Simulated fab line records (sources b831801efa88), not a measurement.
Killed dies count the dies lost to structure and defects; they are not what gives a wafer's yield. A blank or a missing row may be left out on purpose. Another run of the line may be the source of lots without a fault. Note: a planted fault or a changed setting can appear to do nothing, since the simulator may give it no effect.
One fault seen from 2 desks | flow sky130 | every desk sees just its own numbers, and what lay behind them comes last

== FOR THE TOOL OWNER'S DESK: pvd-sputter-01 ==
The tool's own readings at SKY_METAL5_SPUTTER_02 (material AlCu, target thk 1150 nm, time 61.2 s): means of the sampled wafers that have a number, for each lot that ran on this tool. Any lot whose mean is over 4 standard deviations away from the usual mean is out of limits and marked OUT; that distance is given in the brackets.
Columns: A = cathode-dc-power-W at SKY_METAL5_SPUTTER_02, usual 10600 W; B = throttle-valve-pct at SKY_METAL5_SPUTTER_02, usual 30.4 %
lot  | first seen here | A                       | B
L938 | day 46 12:33    | 10042 (-99 or more) OUT | 31.0
L939 | day 46 21:32    | 10042 (-99 or more) OUT | 30.4
Finding of this desk: L938, L939 out of limits; the first was L938 at day 46 12:33, on cathode-dc-power-W at SKY_METAL5_SPUTTER_02. In limits: none.

== METROLOGY DESK ==
Means of the sampled wafers that have a number, per lot and without regard to the tool the lot ran on: this is what the gauges read. Any lot whose mean is over 4 standard deviations away from the usual mean is out of limits and marked OUT; that distance is given in the brackets.
Columns: A = VIA4_HDPCVD_THK at SKY_VIA4_THK_MEAS_01, usual 1736 nm; B = VIA4_BOW at SKY_VIA4_BOW_MEAS_03, usual 80 um; C = METAL5_ALCU_RS at SKY_METAL5_RS_MEAS_05, usual 0.0271 ohm/sq; D = METAL5_ALCU_THK at SKY_METAL5_THK_MEAS_06, usual 1177 nm
lot  | first seen here | A    | B  | C                 | D
L926 | day 42 04:07    | 1727 | 79 | 0.0269            | 1178
L928 | day 42 21:58    | 1716 | 88 | 0.0270            | 1177
L929 | day 43 02:49    | 1738 | 90 | 0.0267            | 1200
L938 | day 45 13:58    | 1750 | 84 | 0.0288 (+5.1) OUT | 1105 (-4.2) OUT
L939 | day 45 23:41    | 1728 | 72 | 0.0283            | 1125
L940 | day 46 04:52    | 1705 | 68 | 0.0273            | 1175
L942 | day 46 22:02    | 1727 | 76 | 0.0273            | 1173
L943 | day 46 23:24    | 1730 | 66 | 0.0271            | 1182
L945 | day 47 06:05    | 1732 | 73 | 0.0279            | 1135
This desk finds L938 out of limits, with the earliest case on L938 at day 46 12:41 (METAL5_ALCU_RS at SKY_METAL5_RS_MEAS_05). In limits: L926, L928, L929, L939, L940, L942, L943, L945.

== TAKEN TOGETHER ==
On L938, L939, at day 46 12:33, an alarm was possible from the tool owner's desk.
Metrology desk: alarm possible at day 46 12:41 on L938.
The metrology desk holds a record of L939, inside its limits.
SKY_METAL5_SPUTTER_02 was run on pvd-sputter-01 by each of the lots named.

== WHAT WAS PUT IN BY THE SIMULATOR ==
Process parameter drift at SKY_METAL5_SPUTTER_02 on pvd-sputter-01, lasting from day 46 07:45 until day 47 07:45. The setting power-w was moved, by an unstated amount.
Struck lots among those shown: L938, L939.
Counting hours from when the fault started, the first reading out of limits came at 5 for the tool owner's desk and at 5 for the metrology desk.
